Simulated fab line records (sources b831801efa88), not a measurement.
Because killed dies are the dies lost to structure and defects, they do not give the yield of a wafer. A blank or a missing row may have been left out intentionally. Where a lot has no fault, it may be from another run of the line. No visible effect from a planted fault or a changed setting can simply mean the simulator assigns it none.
The tool behind it: which one?    flow sky130    13 lots with 39 wafers sampled at 2 steps, on a route of 708 steps

## WHAT THE GAUGES READ, wafer by wafer
SKY_FIELD_ISO_THK_MEAS_25. Usual: FIELD_ISO_CVD_24_THK 592 nm, standard deviation 6.1.
lot   measured     on             FIELD_ISO_CVD_24_THK (nm)  flag
L661  day 2 10:32  film metro-03  605 603 602                
L663  day 2 19:46  film metro-01  590 588 594                
L662  day 2 20:07  film metro-01  599 593 600                
L666  day 3 11:02  film metro-01  591 592 590                
L667  day 3 12:22  film metro-01  592 597 595                
L671  day 4 10:40  film metro-03  597 586 589                
L673  day 4 21:10  film metro-03  588 583 579                
L675  day 5 06:58  film metro-03  596 587 588                
L677  day 5 17:52  film metro-03  590 593 594                
L678  day 6 00:01  film metro-04  591 588 595                
L679  day 6 04:24  film metro-03  588 592 586                
L682  day 6 22:56  film metro-01  594 590 596                
L684  day 7 05:32  film metro-03  590 596 596                

## TOOL THAT RAN EACH LOT (tool first, then ch and the chambers of the sampled wafers, then the start)
lot   SKY_FIELD_ISO_CVD_24
L661  hdpcvd-01 ch 0,1, day 2 10:27
L663  hdpcvd-01 ch 1,2, day 2 19:41
L662  hdpcvd-02 ch 1,2, day 2 20:02
L666  hdpcvd-02 ch 0,1,2, day 3 10:58
L667  hdpcvd-02 ch 1,2, day 3 12:17
L671  hdpcvd-02 ch 1,2, day 4 10:35
L673  hdpcvd-01 ch 0,1,2, day 4 21:06
L675  hdpcvd-01 ch 0,1,2, day 5 06:53
L677  hdpcvd-01 ch 0,1,2, day 5 17:46
L678  hdpcvd-01 ch 0,1, day 5 23:56
L679  hdpcvd-01 ch 0,1, day 6 04:19
L682  hdpcvd-01 ch 0,2, day 6 22:51
L684  hdpcvd-01 ch 0,1, day 7 05:28
- SKY_FIELD_ISO_CVD_24: deposits SiO2, target thk 595 nm, time 99.2 s.

## WHAT THE TOOLS THEMSELVES READ (means of the sampled wafers that have a number; where no wafer has one, the mark that the record gives instead)
SKY_FIELD_ISO_CVD_24. Usual: pressure mtorr reads 5.998 mTorr (standard deviation 0.014).
lot   tool       pressure mtorr (mTorr)  flag
L661  hdpcvd-01  5.986                   
L663  hdpcvd-01  6.004                   
L662  hdpcvd-02  6.003                   
L666  hdpcvd-02  6.002                   
L667  hdpcvd-02  4.795                   OFF
L671  hdpcvd-02  4.787                   OFF
L673  hdpcvd-01  6.004                   
L675  hdpcvd-01  5.997                   
L677  hdpcvd-01  6.005                   
L678  hdpcvd-01  6.010                   
L679  hdpcvd-01  6.000                   
L682  hdpcvd-01  6.000                   
L684  hdpcvd-01  5.986                   

## THE ANSWER, worked out from the rows above alone
Rule: lot off if the mean of its wafers having a number is beyond 3 standard deviations from the usual mean. Also off: a lot with no number at a reading for which 4 or more lots have one. Where the step has rows for the other lots, those lots are counted as sound. Order of review: gauges by route order, followed by the tools' own readings, for which a lot's mean as printed above is used. The first step at which some lot is off is used, and at that step the reading that is off furthest; a lot without a number counts as furthest.
Off: L667, L671, at SKY_FIELD_ISO_CVD_24 (pressure mtorr).
If a tool, at that step or one of the process steps before it, ran each lot that is off and ran no sound lot following the first of them, it fits. One candidate fits, namely hdpcvd-02 at SKY_FIELD_ISO_CVD_24. A fault onset in the window from L666 (day 3 10:58, its last sound lot) to L667 (day 3 12:17, its first lot off) fits.
The tool's own readings at SKY_FIELD_ISO_CVD_24 bear it out: on the lots that are off they differ by more than 5 times the standard deviation of the sound lots' means. pressure mtorr reads 4.791 mTorr there against 6.000 mTorr on the sound lots.

## WHAT WAS PUT IN BY THE SIMULATOR
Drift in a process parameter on hdpcvd-02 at SKY_FIELD_ISO_CVD_24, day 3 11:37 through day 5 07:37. A move of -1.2 in setting pressure mtorr, from 6. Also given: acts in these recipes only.
Struck lots among those shown: L667, L671. Same finding as the rule above.
